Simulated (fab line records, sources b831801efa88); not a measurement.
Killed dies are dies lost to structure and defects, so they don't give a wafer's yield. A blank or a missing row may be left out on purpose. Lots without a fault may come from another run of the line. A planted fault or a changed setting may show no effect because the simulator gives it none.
One fault seen from 2 desks | flow sky130 | each desk has only its own numbers; what lay behind them comes last

THE METROLOGY DESK
What the gauges read, lot by lot, whatever tool the lot ran on: means of the sampled wafers that have a number. A lot is out of limits, marked OUT, if its mean lies more than 4 standard deviations from the usual mean; the brackets give that distance.
Columns: A = cd_nm at SKY_LI_CONTACT_CD_MEAS_12, usual 169.8 nm; B = LI_CONTACT_W_RS at SKY_LI_CONTACT_RS_MEAS_22, usual 0.288 ohm/sq; C = LI_CONTACT_W_THK at SKY_LI_CONTACT_THK_MEAS_23, usual 403 nm
lot  | first seen here | A     | B                | C
L795 | day 29 00:16    | 170.4 | 0.289            | 395
L796 | day 29 06:56    | 168.6 | 0.286            | 414
L797 | day 29 15:56    | 169.6 | 0.286            | 399
L800 | day 31 02:50    | 171.7 | 0.287            | 402
L804 | day 32 05:52    | 170.7 | 0.304 (+4.8) OUT | 384
L809 | day 34 04:55    | 170.4 | 0.286            | 401
L814 | day 35 15:04    | 169.5 | 0.287            | 401
L815 | day 35 18:10    | 169.4 | 0.294            | 398
L816 | day 36 09:13    | 171.6 | 0.289            | 400
L818 | day 37 02:40    | 170.8 | 0.287            | 408
L817 | day 37 02:58    | 168.2 | 0.287            | 409
This desk's finding: out of limits on L804; first on L804, day 32 06:43 (LI_CONTACT_W_RS at SKY_LI_CONTACT_RS_MEAS_22). In limits: L795, L796, L797, L800, L809, L814, L815, L816, L818, L817.

THE TOOL OWNER'S DESK: cvd_w-02
The tool's own readings at SKY_LI_CONTACT_CVD_21 (deposits W, target thk 400 nm, time 120.56 s): means of the sampled wafers that have a number, for each lot that ran on this tool. A lot is out of limits, marked OUT, if its mean lies more than 4 standard deviations from the usual mean; the brackets give that distance.
Columns: A = chamber_pressure_Torr at SKY_LI_CONTACT_CVD_21, usual 40.01 Torr; B = heater_power_w at SKY_LI_CONTACT_CVD_21, usual 889 W
lot  | first seen here | A               | B
L795 | day 29 00:59    | 39.98           | 918
L797 | day 29 16:39    | 40.05           | 887
L800 | day 31 03:32    | 39.94           | 918
L804 | day 32 06:35    | 36.22 (-44) OUT | 874
L815 | day 35 18:56    | 40.12           | 923
L816 | day 36 09:56    | 39.99           | 880
L817 | day 37 03:41    | 40.07           | 921
This desk's finding: out of limits on L804; first on L804, day 32 06:35 (chamber_pressure_Torr at SKY_LI_CONTACT_CVD_21). In limits: L795, L797, L800, L815, L816, L817.

PUT TOGETHER
The tool owner's desk could have raised an alarm at day 32 06:35, on L804.
The metrology desk could have raised an alarm at day 32 06:43, on L804.
Of the lots named, all ran SKY_LI_CONTACT_CVD_21 on cvd_w-02.

WHAT THE SIMULATOR HAD PUT IN
Process parameter drift: cvd_w-02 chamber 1, from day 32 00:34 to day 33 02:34, at SKY_LI_CONTACT_CVD_21. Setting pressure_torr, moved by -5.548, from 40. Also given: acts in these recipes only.
Lots struck among those shown: L804.
Hours from the fault's start to each desk's first reading out of limits: the tool owner's desk, 6; the metrology desk, 6.
